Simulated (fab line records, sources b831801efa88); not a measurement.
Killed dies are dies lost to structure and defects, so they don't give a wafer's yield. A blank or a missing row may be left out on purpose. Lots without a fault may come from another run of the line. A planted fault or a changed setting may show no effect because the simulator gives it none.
Chamber matching | flow sky130 | SKY_SONOS_ONO_ETCH_15 on rie_diel-02: 3 sister chambers
The step etches the open film in CHF3/O2, target depth 19.52 nm, time 7.8 s. 14 wafers are shown with their chamber, then 5 later ones without.

WAFERS WITH THEIR CHAMBER
wafer  | chamber | drypump_motor_current_A (A) | oes_product_au (a.u.) | throttle_valve_pct (%)
L080.1 | 0       | 6.6                         | 0.995                 | 8.823
L080.2 | 1       | 5.5                         | 1.025                 | 8.841
L080.5 | 0       | 6.6                         | 0.984                 | 8.829
L082.3 | 0       | 6.6                         | 0.986                 | 8.827
L082.5 | 1       | 5.5                         | 1.014                 | 8.833
L082.6 | 0       | 6.6                         | 0.974                 | 8.815
L087.2 | 2       | 5.6                         | 1.009                 | 8.823
L087.3 | 0       | 6.7                         | 0.998                 | 8.826
L087.5 | 2       | 5.6                         | 0.997                 | 8.821
L091.4 | 1       | 5.5                         | 1.028                 | 8.837
L091.5 | 1       | 5.5                         | 1.011                 | 8.835
L091.6 | 2       | 5.6                         | 0.993                 | 8.821
L092.1 | 2       | 5.6                         | 1.000                 | 8.805
L092.4 | 0       | 6.6                         | 0.978                 | 8.822

SIGNATURES (means of the wafers above)
reading                 | chamber 0 | chamber 1 | chamber 2 | scatter within a chamber
drypump_motor_current_A | 6.617     | 5.500     | 5.600     | 0.0275
oes_product_au          | 0.98583   | 1.01950   | 0.99975   | 0.00842
throttle_valve_pct      | 8.82367   | 8.83650   | 8.81750   | 0.00579
Rule: a wafer's distance from a chamber is the root of the sum, over the readings, of the square of ((its reading less the chamber's mean) divided by the reading's scatter). The wafer belongs to the nearest chamber; if the next one is less than 2 further off, it can't be placed. The scatter: the root of (the sum of the squares of (reading less its chamber's mean) over the shown wafers, divided by (wafers less chambers)).

WAFERS WITHOUT THEIR CHAMBER
wafer  | drypump_motor_current_A (A) | oes_product_au (a.u.) | throttle_valve_pct (%)
L093.3 | 5.5                         | 1.038                 | 8.844
L093.5 | 6.6                         | 1.001                 | 8.836
L094.1 | 5.6                         | 0.995                 | 8.810
L094.2 | 6.6                         | 0.985                 | 8.821
L094.5 | 6.6                         | 0.984                 | 8.818

WHICH CHAMBER EACH WENT THROUGH
wafer  | from the rows above | in truth
L093.3 | 1                   | 1
L093.5 | 0                   | 0
L094.1 | 2                   | 2
L094.2 | 0                   | 0
L094.5 | 0                   | 0
Placed correctly: 5 of 5. Can't be placed from these rows: 0. Placed wrongly: 0.
